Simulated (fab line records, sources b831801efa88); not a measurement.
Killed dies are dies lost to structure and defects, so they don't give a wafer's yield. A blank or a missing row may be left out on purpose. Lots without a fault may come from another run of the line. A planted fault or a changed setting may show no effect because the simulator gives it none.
Split-lot experiment | flow gf180mcu | 5 lots, 23 wafers read, on a route of 602 steps

THE SPLIT
At GF_CONTACT_CMP_04 (polishes SiO2), the setting leave_above_ref_nm was moved away from the recipe's 560 nm on 7 of the 23 wafers read, by -5.0% to +5.7%. The other wafers ran this setting at the recipe's value.

FROM THE SPLIT TO THE READING: what the file shows between them, 3 steps
- GF_CONTACT_PEB_12: peb time 90 s (also split here: peb_time_s)
- GF_CONTACT_DEVELOP_13: develop time 60 s
- GF_CONTACT_ETCH_16: etches BARC in N2/H2

THE READING
CONTACT.feature_depth_nm (the simulator's own value, which no gauge read), in nm, at GF_CONTACT_ETCH_17 (etches SiO2 in C4F8/O2/Ar, stops on CoSi2, target depth 860 nm). The file gives no usual value for it. The 16 wafers here that ran the recipe average 859.8 nm, standard deviation 3.8 nm.

wafer  | tool, chamber at the split | leave_above_ref_nm as run, nm | against the recipe | CONTACT.feature_depth_nm, nm | against lot-mates on the recipe
L074.1 | cmp-02, 2                  | 592.1                         | +5.7%              | 897.1                        | +36.5
L074.2 | cmp-02, 1                  | 592.1                         | +5.7%              | 894.3                        | +33.7
L074.3 | cmp-02, 0                  | 560                           | recipe             | 860.2                        | -
L074.4 | cmp-02, 3                  | 560                           | recipe             | 860.1                        | -
L074.5 | cmp-02, 1                  | 560                           | recipe             | 861.4                        | -
L078.1 | cmp-01, 2                  | 560                           | recipe             | 853.6                        | -
L078.3 | cmp-01, 0                  | 560                           | recipe             | 855.8                        | -
L078.6 | cmp-01, 2                  | 560                           | recipe             | 855.8                        | -
L078.4 | cmp-01, 3                  | 560                           | recipe             | 855.1                        | -
L078.5 | cmp-01, 1                  | 560                           | recipe             | 854.7                        | -
L082.1 | cmp-01, 3                  | 560                           | recipe             | 862.7                        | -
L082.3 | cmp-01, 0                  | 542                           | -3.2%              | 843.7                        | -18.7
L082.4 | cmp-01, 2                  | 560                           | recipe             | 860.5                        | -
L082.5 | cmp-01, 0                  | 560                           | recipe             | 864.1                        | -
L082.6 | cmp-01, 3                  | 542                           | -3.2%              | 841.9                        | -20.5
L084.1 | cmp-01, 2                  | 531.9                         | -5.0%              | 833                          | -28.1
L084.3 | cmp-01, 0                  | 560                           | recipe             | 864.9                        | -
L084.4 | cmp-01, 3                  | 531.9                         | -5.0%              | 833.5                        | -27.6
L084.5 | cmp-01, 0                  | 531.9                         | -5.0%              | 830.9                        | -30.2
L084.6 | cmp-01, 3                  | 560                           | recipe             | 857.3                        | -
L085.3 | cmp-01, 1                  | 560                           | recipe             | 864.2                        | -
L085.5 | cmp-01, 1                  | 560                           | recipe             | 864.4                        | -
L085.6 | cmp-01, 2                  | 560                           | recipe             | 862.1                        | -

THE FIT
A straight line over all 23 wafers: CONTACT.feature_depth_nm changes by +5.8 nm for each +1% of leave_above_ref_nm; r = +0.98; the points scatter about the line by 3.5 nm.
The same after taking each lot's own level away (the mean of its wafers on the recipe; 23 wafers): +5.94 nm for each +1%; r = +0.99; scatter 1.7 nm.
On that fit, the largest move of leave_above_ref_nm shifts the reading by 34 nm.
The lots' own levels span 855.00 to 863.57 nm, that is 2.3 times the standard deviation above.
So the lot-to-lot level changes the slope little: the two slopes agree.
Check: with one of the wafers moved furthest among these (+5.7%) left out of the fit, the line predicts +33.4 nm for it against its lot-mates. It came out at +36.5 nm against them.

OTHER SPLITS ON THESE WAFERS
These wafers also went through other splits before the reading. Each is held against what the fit with the lots' levels taken away leaves over:
other split on the same wafers | wafers away from the commonest value | r with CONTACT.feature_depth_nm (lot level and that fit taken away)
GF_PSD_DEVELOP_06 dev_temp_c   | 8                                    | +0.32
GF_SALICIDE_SPUTTER_02 time_s  | 10                                   | +0.20
GF_CONTACT_PEB_12 peb_time_s   | 6                                    | +0.24

THE WHOLE CHAIN: every reading that the file lists as answering this split, in the file's order
step               | what it does                                                   | reading                                                                        | change (the file's fit)              | r (the file's)
GF_CONTACT_CMP_04  | polishes SiO2                                                  | SiO2_of_CONTACT_CVD_02.thk_nm (the simulator's own value, which no gauge read) | +5.67 nm for each +1% of the setting | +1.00
GF_CONTACT_ETCH_17 | etches SiO2 in C4F8/O2/Ar, stops on CoSi2, target depth 860 nm | CONTACT.feature_depth_nm (the simulator's own value, which no gauge read)      | +5.97 nm for each +1% of the setting | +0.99

THE FILE'S OWN FIT
CONTACT.feature_depth_nm changes by +5.97 nm for each +1% of leave_above_ref_nm, r = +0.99.
